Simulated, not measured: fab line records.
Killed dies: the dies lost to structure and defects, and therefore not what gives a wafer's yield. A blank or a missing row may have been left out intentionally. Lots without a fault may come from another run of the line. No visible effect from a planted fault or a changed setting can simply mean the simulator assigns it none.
The tool behind it: which one? / flow sky130 / 42 wafers from 14 lots sampled at 3 of the route's 708 steps

## WHAT THE GAUGES READ, wafer by wafer
The record lacks any reading of a measuring or inspecting step that a usual standard deviation could be used to judge.

## EACH LOT AND THE TOOL THAT RAN IT (in order: tool; ch and the chambers of the sampled wafers; start)
lot=L193; SKY_METAL2_STRIP_20=plasma asher-02 ch 0,1, day 35 05:45; SKY_VIA2_EXPOSE_09=krf scanner-02 ch 0, day 35 20:41; SKY_VIA2_SPUTTER_20=pvd sputter-02, day 36 10:28
lot=L194; SKY_METAL2_STRIP_20=plasma asher-02 ch 0,1, day 35 13:09; SKY_VIA2_EXPOSE_09=krf scanner-01 ch 0, day 36 04:01; SKY_VIA2_SPUTTER_20=pvd sputter-02, day 36 17:25
lot=L196; SKY_METAL2_STRIP_20=plasma asher-01 ch 0,1, day 36 07:47; SKY_VIA2_EXPOSE_09=krf scanner-02 ch 0, day 36 22:14; SKY_VIA2_SPUTTER_20=pvd sputter-01, day 37 11:55
lot=L197; SKY_METAL2_STRIP_20=plasma asher-03 ch 0,1, day 36 19:03; SKY_VIA2_EXPOSE_09=krf scanner-02 ch 0, day 37 09:58; SKY_VIA2_SPUTTER_20=pvd sputter-02, day 37 22:47
lot=L198; SKY_METAL2_STRIP_20=plasma asher-03 ch 0,1, day 37 01:41; SKY_VIA2_EXPOSE_09=krf scanner-02 ch 0, day 37 15:17; SKY_VIA2_SPUTTER_20=pvd sputter-02, day 38 05:34
lot=L199; SKY_METAL2_STRIP_20=plasma asher-02 ch 0,1, day 37 06:11; SKY_VIA2_EXPOSE_09=krf scanner-01 ch 0, day 37 20:17; SKY_VIA2_SPUTTER_20=pvd sputter-01, day 38 10:08
lot=L200; SKY_METAL2_STRIP_20=plasma asher-02 ch 0,1, day 37 12:04; SKY_VIA2_EXPOSE_09=krf scanner-02 ch 0, day 38 02:12; SKY_VIA2_SPUTTER_20=pvd sputter-01, day 38 15:53
lot=L201; SKY_METAL2_STRIP_20=plasma asher-01 ch 0,1, day 38 07:46; SKY_VIA2_EXPOSE_09=krf scanner-01 ch 0, day 38 21:14; SKY_VIA2_SPUTTER_20=pvd sputter-03, day 39 11:17
lot=L202; SKY_METAL2_STRIP_20=plasma asher-03 ch 0,1, day 38 12:05; SKY_VIA2_EXPOSE_09=krf scanner-01, day 39 02:07; SKY_VIA2_SPUTTER_20=pvd sputter-02, day 39 15:41
lot=L204; SKY_METAL2_STRIP_20=plasma asher-01 ch 0,1, day 38 13:50; SKY_VIA2_EXPOSE_09=krf scanner-02, day 39 03:54; SKY_VIA2_SPUTTER_20=pvd sputter-02, day 39 17:26
lot=L206; SKY_METAL2_STRIP_20=plasma asher-01 ch 0,1, day 39 12:10; SKY_VIA2_EXPOSE_09=krf scanner-01 ch 0, day 40 01:31; SKY_VIA2_SPUTTER_20=pvd sputter-02, day 40 15:31
lot=L214; SKY_METAL2_STRIP_20=plasma asher-01 ch 0,1, day 42 04:39; SKY_VIA2_EXPOSE_09=krf scanner-02 ch 0, day 42 19:34; SKY_VIA2_SPUTTER_20=pvd sputter-01, day 43 06:56
lot=L215; SKY_METAL2_STRIP_20=plasma asher-03 ch 1, day 42 11:44; SKY_VIA2_EXPOSE_09=krf scanner-02 ch 0, day 43 01:10; SKY_VIA2_SPUTTER_20=pvd sputter-01, day 43 13:16
lot=L216; SKY_METAL2_STRIP_20=plasma asher-01 ch 0,1, day 42 20:14; SKY_VIA2_EXPOSE_09=krf scanner-02 ch 0, day 43 08:49; SKY_VIA2_SPUTTER_20=pvd sputter-03, day 43 21:25
- SKY_METAL2_STRIP_20: strips in O2/N2.
- SKY_VIA2_EXPOSE_09: exposes mask VIM2, target cd 200 nm.
- SKY_VIA2_SPUTTER_20: material TiN, target thk 20 nm, time 80 s.

## AS READ BY THE TOOLS THEMSELVES (means over the sampled wafers that have a number; for cases with no such wafer, the mark the record gives instead)
SKY_METAL2_STRIP_20.
lot=L193; tool=plasma asher-02; drypump motor current A (A)=6.14; oes product au (a.u.)=0.340; strip time to endpoint s (s)=2.67
lot=L194; tool=plasma asher-02; drypump motor current A (A)=6.11; oes product au (a.u.)=0.341; strip time to endpoint s (s)=2.70
lot=L196; tool=plasma asher-01; drypump motor current A (A)=5.68; oes product au (a.u.)=0.340; strip time to endpoint s (s)=2.65
lot=L197; tool=plasma asher-03; drypump motor current A (A)=5.65; oes product au (a.u.)=0.343; strip time to endpoint s (s)=2.66
lot=L198; tool=plasma asher-03; drypump motor current A (A)=5.89; oes product au (a.u.)=0.344; strip time to endpoint s (s)=2.66
lot=L199; tool=plasma asher-02; drypump motor current A (A)=6.15; oes product au (a.u.)=0.338; strip time to endpoint s (s)=2.67
lot=L200; tool=plasma asher-02; drypump motor current A (A)=6.01; oes product au (a.u.)=0.339; strip time to endpoint s (s)=2.64
lot=L201; tool=plasma asher-01; drypump motor current A (A)=5.79; oes product au (a.u.)=0.345; strip time to endpoint s (s)=2.71
lot=L202; tool=plasma asher-03; drypump motor current A (A)=5.89; oes product au (a.u.)=0.345; strip time to endpoint s (s)=2.72
lot=L204; tool=plasma asher-01; drypump motor current A (A)=5.66; oes product au (a.u.)=0.344; strip time to endpoint s (s)=2.70
lot=L206; tool=plasma asher-01; drypump motor current A (A)=5.67; oes product au (a.u.)=0.343; strip time to endpoint s (s)=2.70
lot=L214; tool=plasma asher-01; drypump motor current A (A)=5.69; oes product au (a.u.)=0.338; strip time to endpoint s (s)=2.70
lot=L215; tool=plasma asher-03; drypump motor current A (A)=5.44; oes product au (a.u.)=0.342; strip time to endpoint s (s)=2.66
lot=L216; tool=plasma asher-01; drypump motor current A (A)=5.77; oes product au (a.u.)=0.343; strip time to endpoint s (s)=2.70

SKY_VIA2_EXPOSE_09.
lot=L193; tool=krf scanner-02; exposure dose mJ cm2=37.98; focus offset nm (nm)=0.2
lot=L194; tool=krf scanner-01; exposure dose mJ cm2=37.99; focus offset nm (nm)=-0.3
lot=L196; tool=krf scanner-02; exposure dose mJ cm2=38.02; focus offset nm (nm)=-0.1
lot=L197; tool=krf scanner-02; exposure dose mJ cm2=38.05; focus offset nm (nm)=0.3
lot=L198; tool=krf scanner-02; exposure dose mJ cm2=38.01; focus offset nm (nm)=-0.1
lot=L199; tool=krf scanner-01; exposure dose mJ cm2=37.96; focus offset nm (nm)=0.1
lot=L200; tool=krf scanner-02; exposure dose mJ cm2=38.04; focus offset nm (nm)=0.2
lot=L201; tool=krf scanner-01; exposure dose mJ cm2=37.98; focus offset nm (nm)=0.0
lot=L202; tool=krf scanner-01; exposure dose mJ cm2=-; focus offset nm (nm)=-
lot=L204; tool=krf scanner-02; exposure dose mJ cm2=-; focus offset nm (nm)=-
lot=L206; tool=krf scanner-01; exposure dose mJ cm2=37.99; focus offset nm (nm)=-0.2
lot=L214; tool=krf scanner-02; exposure dose mJ cm2=37.98; focus offset nm (nm)=-0.3
lot=L215; tool=krf scanner-02; exposure dose mJ cm2=38.06; focus offset nm (nm)=-0.0
lot=L216; tool=krf scanner-02; exposure dose mJ cm2=37.99; focus offset nm (nm)=0.0

SKY_VIA2_SPUTTER_20.
lot=L193; tool=pvd sputter-02; chamber pressure pa (Pa)=4.997; throttle valve pct (%)=29.3
lot=L194; tool=pvd sputter-02; chamber pressure pa (Pa)=5.000; throttle valve pct (%)=29.5
lot=L196; tool=pvd sputter-01; chamber pressure pa (Pa)=5.000; throttle valve pct (%)=29.7
lot=L197; tool=pvd sputter-02; chamber pressure pa (Pa)=5.006; throttle valve pct (%)=30.5
lot=L198; tool=pvd sputter-02; chamber pressure pa (Pa)=4.999; throttle valve pct (%)=30.1
lot=L199; tool=pvd sputter-01; chamber pressure pa (Pa)=5.004; throttle valve pct (%)=29.4
lot=L200; tool=pvd sputter-01; chamber pressure pa (Pa)=5.000; throttle valve pct (%)=30.6
lot=L201; tool=pvd sputter-03; chamber pressure pa (Pa)=4.994; throttle valve pct (%)=30.5
lot=L202; tool=pvd sputter-02; chamber pressure pa (Pa)=4.997; throttle valve pct (%)=29.3
lot=L204; tool=pvd sputter-02; chamber pressure pa (Pa)=4.992; throttle valve pct (%)=29.6
lot=L206; tool=pvd sputter-02; chamber pressure pa (Pa)=5.005; throttle valve pct (%)=30.9
lot=L214; tool=pvd sputter-01; chamber pressure pa (Pa)=4.997; throttle valve pct (%)=30.4
lot=L215; tool=pvd sputter-01; chamber pressure pa (Pa)=5.005; throttle valve pct (%)=29.9
lot=L216; tool=pvd sputter-03; chamber pressure pa (Pa)=4.997; throttle valve pct (%)=29.6

## THE ANSWER, worked out from the rows above alone
Rule: what is usual is taken from the lots themselves. Put in order of their means at a reading, lots are off if they are a third of the lots or fewer, leave a main group of 4 or more, and stand apart from it by a gap of 3 or more times the standard deviation of the main group's means; of several such gaps the widest counts. A main group whose means are all the same, to the digits that the tables above print for the reading, isn't used. Also off: a lot with no number at a reading for which 4 or more lots have one. Any other lot the step has rows for is counted as sound. The gauges are gone through in route order, then the tools' own readings, and for those a lot's mean is taken as printed above. At the first step where some lot is off, the reading lying furthest off is the one used; lots without a number count as furthest.
Off: L202, L204, at SKY_VIA2_EXPOSE_09 (exposure dose mJ cm2). Without a number there: L202, L204. The main group: mean 38.00, standard deviation 0.03.
A tool fits if, at that step or a process step before it, it ran every lot that is off, and no sound lot after the first of them. Of those tried, none fits.

## WHAT THE SIMULATOR PUT IN
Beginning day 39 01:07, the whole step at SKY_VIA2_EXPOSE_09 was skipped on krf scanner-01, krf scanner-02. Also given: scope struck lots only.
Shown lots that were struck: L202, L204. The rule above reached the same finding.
